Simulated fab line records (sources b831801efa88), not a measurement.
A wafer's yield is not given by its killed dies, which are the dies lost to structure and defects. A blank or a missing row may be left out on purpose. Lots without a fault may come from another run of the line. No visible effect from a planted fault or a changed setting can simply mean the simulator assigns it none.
Which tool was responsible? -- flow sky130 -- 39 wafers from 13 lots sampled at 3 of the route's 708 steps

## WHAT EACH GAUGE READ, for each wafer
SKY_FIELD_ISO_THK_MEAS_02.
lot,measured,on,FIELD_ISO_OXIDATION_00_THK (nm)
L644,day 1 11:59,film-metro-01,12.14 12.33 12.17
L645,day 1 17:02,film-metro-03,12.32 11.92 12.15
L646,day 1 22:18,film-metro-01,11.60 11.55 11.64
L649,day 2 12:50,film-metro-03,12.10 12.04 11.85
L658,day 4 10:27,film-metro-04,11.92 11.84 11.90
L659,day 4 15:58,film-metro-04,11.82 12.17 12.03
L660,day 4 19:40,film-metro-03,11.79 11.67 11.73
L661,day 5 00:38,film-metro-03,12.18 12.19 12.16
L662,day 5 07:28,film-metro-03,12.15 12.05 12.02
L663,day 5 10:38,film-metro-03,11.85 11.75 11.83
L665,day 5 20:38,film-metro-04,12.31 12.35 12.32
L666,day 6 01:38,film-metro-01,11.85 12.06 12.25
L667,day 6 06:38,film-metro-01,12.37 12.47 12.25

SKY_PWDE_TW_MEAS_10.
lot,measured,on,PWDE_TW
L644,day 3 20:31,film-metro-03,376 378 377
L645,day 4 01:38,film-metro-02,370 370 367
L646,day 4 05:01,film-metro-01,382 379 380
L649,day 5 07:01,film-metro-03,380 378 378
L660,day 7 12:46,film-metro-02,372 372 373
L661,day 7 17:31,film-metro-03,374 374 373
L662,day 7 23:59,film-metro-03,374 374 375
L663,day 8 12:49,film-metro-02,374 374 376
L665,day 9 03:20,film-metro-03,372 373 375
L666,day 9 06:28,film-metro-03,372 372 371
L667,day 9 06:38,film-metro-02,371 373 371

## WHICH TOOL RAN EACH LOT (tool, then ch and the chambers of the sampled wafers, then the start)
lot,SKY_FIELD_ISO_CMP_27
L644,"cmp-02 ch 1,2,3, day 2 10:10"
L645,"cmp-01 ch 0,2,3, day 2 15:20"
L646,"cmp-01 ch 0,1,3, day 2 19:08"
L649,"cmp-02 ch 0,2,3, day 3 17:34"
L658,"cmp-01 ch 0,2, day 5 10:15"
L659,"cmp-01 ch 1,2,3, day 5 15:13"
L660,"cmp-01 ch 0,1, day 5 20:35"
L661,"cmp-01 ch 0,2, day 6 00:46"
L662,"cmp-02 ch 0,1,2, day 6 07:12"
L663,"cmp-02 ch 0,2, day 6 15:29"
L665,"cmp-01 ch 1,2,3, day 7 06:41"
L666,"cmp-02 ch 0,1, day 7 10:50"
L667,"cmp-01 ch 0,3, day 7 10:50"
- SKY_FIELD_ISO_CMP_27: polishes, stops on Si3N4, t overpolish 16 s, target thk 457.8 nm.

## WHAT THE TOOLS THEMSELVES READ (means of the sampled wafers that have a number; where no wafer has one, the mark that the record gives instead)
SKY_FIELD_ISO_CMP_27.
lot,tool,edge-zone-pressure-frac,head-pressure-psi (psi),motor-current-A (A),overpolish-run-s (s),slurry-flow-ml-min,time-to-endpoint-s (s)
L644,cmp-02,1.001,3.999,12.5,16.002,150.0,113
L645,cmp-01,1.003,3.994,13.1,15.993,150.7,115
L646,cmp-01,0.997,4.007,13.9,15.989,149.9,119
L649,cmp-02,1.001,3.991,12.2,16.000,149.7,110
L658,cmp-01,-,-,-,-,-,-
L659,cmp-01,-,-,-,-,-,-
L660,cmp-01,0.996,3.996,14.1,16.000,150.0,113
L661,cmp-01,1.001,4.005,13.5,16.004,150.4,110
L662,cmp-02,1.003,4.006,12.6,15.995,150.3,113
L663,cmp-02,0.996,4.007,12.8,16.004,149.8,114
L665,cmp-01,0.999,3.998,13.1,15.996,149.7,111
L666,cmp-02,0.999,4.002,12.5,15.996,150.1,108
L667,cmp-01,1.003,3.998,13.6,16.003,149.7,107

## THE ANSWER, worked out from the rows above alone
Rule: the lots themselves supply what counts as usual. Put in order of their means at a reading, lots are off if they are a third of the lots or fewer, leave a main group of 4 or more, and stand apart from it by a gap of 3 or more times the standard deviation of the main group's means; of several such gaps the widest counts. A main group is skipped when, at the precision printed for the reading in the tables above, its means are all equal. Also off: a lot with no number at a reading for which 4 or more lots have one. All remaining lots with rows at the step are treated as sound. First the gauges in route order, then the tools' own readings, where a lot's mean is used as printed above. The first step at which some lot is off is used, and at that step the reading that is off furthest; a lot without a number counts as furthest.
Off: L658, L659, at SKY_FIELD_ISO_CMP_27 (edge-zone-pressure-frac). Without a number there: L658, L659. The main group: mean 1.000, standard deviation 0.0026.
If a tool, at that step or one of the process steps before it, ran each lot that is off and ran no sound lot following the first of them, it fits. Not one of the candidates tried fits.

## WHAT WAS PUT IN BY THE SIMULATOR
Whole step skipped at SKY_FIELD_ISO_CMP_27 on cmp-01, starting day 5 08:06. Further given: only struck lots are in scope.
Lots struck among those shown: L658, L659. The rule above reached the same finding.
